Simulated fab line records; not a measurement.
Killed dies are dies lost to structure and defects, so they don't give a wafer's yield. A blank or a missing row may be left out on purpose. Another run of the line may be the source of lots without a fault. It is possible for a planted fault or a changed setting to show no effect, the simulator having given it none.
Chamber matching :: flow sky130 :: SKY_CONTACT_ETCH_17 on rie_diel-01 has 4 sister chambers
The step etches SiO2 in C4F8/O2/Ar, stops on Si3N4, target depth 340 nm. 7 wafers are shown with their chamber, then 7 later ones without.

== EACH WAFER AND ITS CHAMBER ==
wafer: L538.5
chamber: 0
oes_product_au (a.u.): 0.887

wafer: L541.4
chamber: 0
oes_product_au (a.u.): 0.887

wafer: L545.2
chamber: 1
oes_product_au (a.u.): 0.887

wafer: L545.4
chamber: 2
oes_product_au (a.u.): 0.883

wafer: L545.5
chamber: 3
oes_product_au (a.u.): 0.892

wafer: L548.1
chamber: 2
oes_product_au (a.u.): 0.894

wafer: L548.3
chamber: 3
oes_product_au (a.u.): 0.897

== WAFERS WITH NO CHAMBER GIVEN ==
wafer: L548.6
oes_product_au (a.u.): 0.897

wafer: L551.1
oes_product_au (a.u.): 0.894

wafer: L551.2
oes_product_au (a.u.): 0.892

wafer: L551.6
oes_product_au (a.u.): 0.894

wafer: L553.2
oes_product_au (a.u.): 0.891

wafer: L553.5
oes_product_au (a.u.): 0.887

wafer: L553.6
oes_product_au (a.u.): 0.891

== WHICH CHAMBER EACH WENT THROUGH ==
wafer: L548.6
from the rows above: can't be placed: 3 or 2 or 0 or 1
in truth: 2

wafer: L551.1
from the rows above: can't be placed: 3 or 2 or 0 or 1
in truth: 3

wafer: L551.2
from the rows above: can't be placed: 3 or 2 or 0 or 1
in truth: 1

wafer: L551.6
from the rows above: can't be placed: 3 or 2 or 0 or 1
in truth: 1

wafer: L553.2
from the rows above: can't be placed: 2 or 3 or 0 or 1
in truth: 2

wafer: L553.5
from the rows above: can't be placed: 0 or 1 or 2 or 3
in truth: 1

wafer: L553.6
from the rows above: can't be placed: 2 or 3 or 0 or 1
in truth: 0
Correctly placed: 0 of 7. Cannot be placed on the basis of these rows: 7; the candidates contain the true chamber in 7. Placed wrongly: 0.
How it was worked out, from the rows above alone: a wafer's distance from a chamber is the root of the sum, over the readings, of the square of ((its reading less the chamber's mean) divided by the reading's scatter). The wafer belongs to the nearest chamber; if the next one is less than 2 further off, it can't be placed. A chamber's mean is the mean of its shown wafers. The scatter: take each reading less its chamber's mean, square it, sum over the shown wafers, divide by the number of wafers less the number of chambers, and take the root.
